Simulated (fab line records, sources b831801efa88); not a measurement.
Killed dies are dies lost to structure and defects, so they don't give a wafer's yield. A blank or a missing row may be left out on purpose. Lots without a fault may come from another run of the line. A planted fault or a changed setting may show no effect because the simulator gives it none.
Tool commonality check | flow gf180mcu | 11 lots, 36 wafers sampled

WHY IT WAS OPENED
At GF_PSD_TW_MEAS_11 the reading PSD_TW is flagged on 1 of 11 lots. Wafers without a fault read 3237, standard deviation 15.
Rule: a lot is flagged when every wafer of it that has a number lies more than 4 standard deviations from that mean, or none has a number. The other lots count as sound.

lot  | measured     | on            | PSD_TW, wafer by wafer | flag
L631 | day 14 11:07 | film_metro-02 | 3216 3210 3233         |
L632 | day 15 00:44 | film_metro-02 | 3241 3249 3254         |
L633 | day 15 05:20 | film_metro-02 | 3272 3242 3252         |
L636 | day 16 02:57 | film_metro-02 | 3230 3215 3201         |
L641 | day 18 05:18 | film_metro-02 | 30 30 30 30 30 30      | FLAGGED
L647 | day 20 05:56 | film_metro-04 | 3244 3249 3261         |
L648 | day 20 13:44 | film_metro-01 | 3251 3242 3247         |
L649 | day 20 21:00 | film_metro-02 | 3243 3238 3246         |
L650 | day 21 08:56 | film_metro-02 | 3230 3212 3225         |
L651 | day 21 13:02 | film_metro-01 | 3255 3243 3233         |
L652 | day 21 21:28 | film_metro-02 | 3243 3212 3238         |
The numbers of the flagged lots are 30 on average: -3207 against the usual, or -99 or more standard deviations.

WHICH TOOL RAN EACH LOT
The record holds 3 process steps before the reading, out of a route of 602 steps. In each cell: the tool, then ch and the chambers that the sampled wafers went through, then the start.
lot  | flag    | GF_HV_LDD_STRIP_37                   | GF_NSD_STRIP_11                      | GF_PSD_STRIP_10
L631 |         | plasma_asher-04 ch 0,1, day 11 19:48 | plasma_asher-01 ch 0,1, day 13 14:26 | plasma_asher-03 ch 0,1, day 14 11:00
L632 |         | plasma_asher-04 ch 0,1, day 12 07:53 | plasma_asher-01 ch 0,1, day 14 03:38 | plasma_asher-03 ch 0,1, day 15 00:38
L633 |         | plasma_asher-02 ch 0,1, day 12 11:48 | plasma_asher-02 ch 0,1, day 14 07:37 | plasma_asher-04 ch 0,1, day 15 05:14
L636 |         | plasma_asher-01 ch 0,1, day 13 08:31 | plasma_asher-02 ch 0,1, day 15 05:04 | plasma_asher-04 ch 0,1, day 16 02:51
L641 | FLAGGED | plasma_asher-02 ch 0,1, day 15 05:40 | plasma_asher-02 ch 0,1, day 17 05:25 | plasma_asher-03 ch 0,1, day 18 05:12
L647 |         | plasma_asher-01 ch 0,1, day 17 01:44 | plasma_asher-03 ch 0,1, day 19 05:08 | plasma_asher-03 ch 0,1, day 20 05:50
L648 |         | plasma_asher-01 ch 0,1, day 17 09:58 | plasma_asher-02 ch 0,1, day 19 13:35 | plasma_asher-03 ch 0,1, day 20 13:38
L649 |         | plasma_asher-02 ch 0, day 17 16:54   | plasma_asher-03 ch 0,1, day 19 20:31 | plasma_asher-01 ch 0, day 20 20:54
L650 |         | plasma_asher-01 ch 0,1, day 18 04:04 | plasma_asher-03 ch 1, day 20 08:12   | plasma_asher-03 ch 0,1, day 21 08:50
L651 |         | plasma_asher-01 ch 0,1, day 18 09:00 | plasma_asher-01 ch 0,1, day 20 12:46 | plasma_asher-01 ch 0,1, day 21 12:56
L652 |         | plasma_asher-04 ch 1, day 18 17:01   | plasma_asher-03 ch 0,1, day 20 21:22 | plasma_asher-03 ch 0,1, day 21 21:21
What these steps do:
- GF_HV_LDD_STRIP_37: strips in O2/N2.
- GF_NSD_STRIP_11: strips in O2/N2.
- GF_PSD_STRIP_10: strips in O2/N2.
- GF_PSD_TW_MEAS_11

FLAGGED OVER TOTAL, TOOL BY TOOL (the gauges that took the reading come last)
step               | tool            | lots run | flagged | share of the flagged lots | sound lots run after its first flagged lot
GF_HV_LDD_STRIP_37 | plasma_asher-01 | 5        | 0       | none                      | -
GF_HV_LDD_STRIP_37 | plasma_asher-02 | 3        | 1       | all                       | 1 (L649)
GF_HV_LDD_STRIP_37 | plasma_asher-04 | 3        | 0       | none                      | -
GF_NSD_STRIP_11    | plasma_asher-01 | 3        | 0       | none                      | -
GF_NSD_STRIP_11    | plasma_asher-02 | 4        | 1       | all                       | 1 (L648)
GF_NSD_STRIP_11    | plasma_asher-03 | 4        | 0       | none                      | -
GF_PSD_STRIP_10    | plasma_asher-01 | 2        | 0       | none                      | -
GF_PSD_STRIP_10    | plasma_asher-03 | 7        | 1       | all                       | 4 (L647,L648,L650,L652)
GF_PSD_STRIP_10    | plasma_asher-04 | 2        | 0       | none                      | -
GF_PSD_TW_MEAS_11  | film_metro-01   | 2        | 0       | none                      | -
GF_PSD_TW_MEAS_11  | film_metro-02   | 8        | 1       | all                       | 3 (L649,L650,L652)
GF_PSD_TW_MEAS_11  | film_metro-04   | 1        | 0       | none                      | -

WHAT THE TABLE ALLOWS
4 rows of the table ran every flagged lot: plasma_asher-02 at GF_HV_LDD_STRIP_37, plasma_asher-02 at GF_NSD_STRIP_11, plasma_asher-03 at GF_PSD_STRIP_10, film_metro-02 at GF_PSD_TW_MEAS_11.
- plasma_asher-02 at GF_HV_LDD_STRIP_37: 1 of its 3 lots flagged. Sound lots ran on it after the first flagged one (L649), which a lasting fault on the whole tool wouldn't allow.
- plasma_asher-02 at GF_NSD_STRIP_11: 1 of its 4 lots flagged. Sound lots ran on it after the first flagged one (L648), which a lasting fault on the whole tool wouldn't allow. Its own readings lie more than 4 standard deviations out on every wafer of the flagged lots: oes_product_au.
- plasma_asher-03 at GF_PSD_STRIP_10: 1 of its 7 lots flagged. Sound lots ran on it after the first flagged one (L647, L648, L650, L652), which a lasting fault on the whole tool wouldn't allow. Its own readings lie more than 4 standard deviations out on every wafer of the flagged lots: strip_time_to_endpoint_s.
- film_metro-02 at GF_PSD_TW_MEAS_11: 1 of its 8 lots flagged. Sound lots ran on it after the first flagged one (L649, L650, L652), which a lasting fault on the whole tool wouldn't allow.
No row of the table ran every flagged lot and no sound lot after the first.

WHAT THE SIMULATOR HAD PUT IN
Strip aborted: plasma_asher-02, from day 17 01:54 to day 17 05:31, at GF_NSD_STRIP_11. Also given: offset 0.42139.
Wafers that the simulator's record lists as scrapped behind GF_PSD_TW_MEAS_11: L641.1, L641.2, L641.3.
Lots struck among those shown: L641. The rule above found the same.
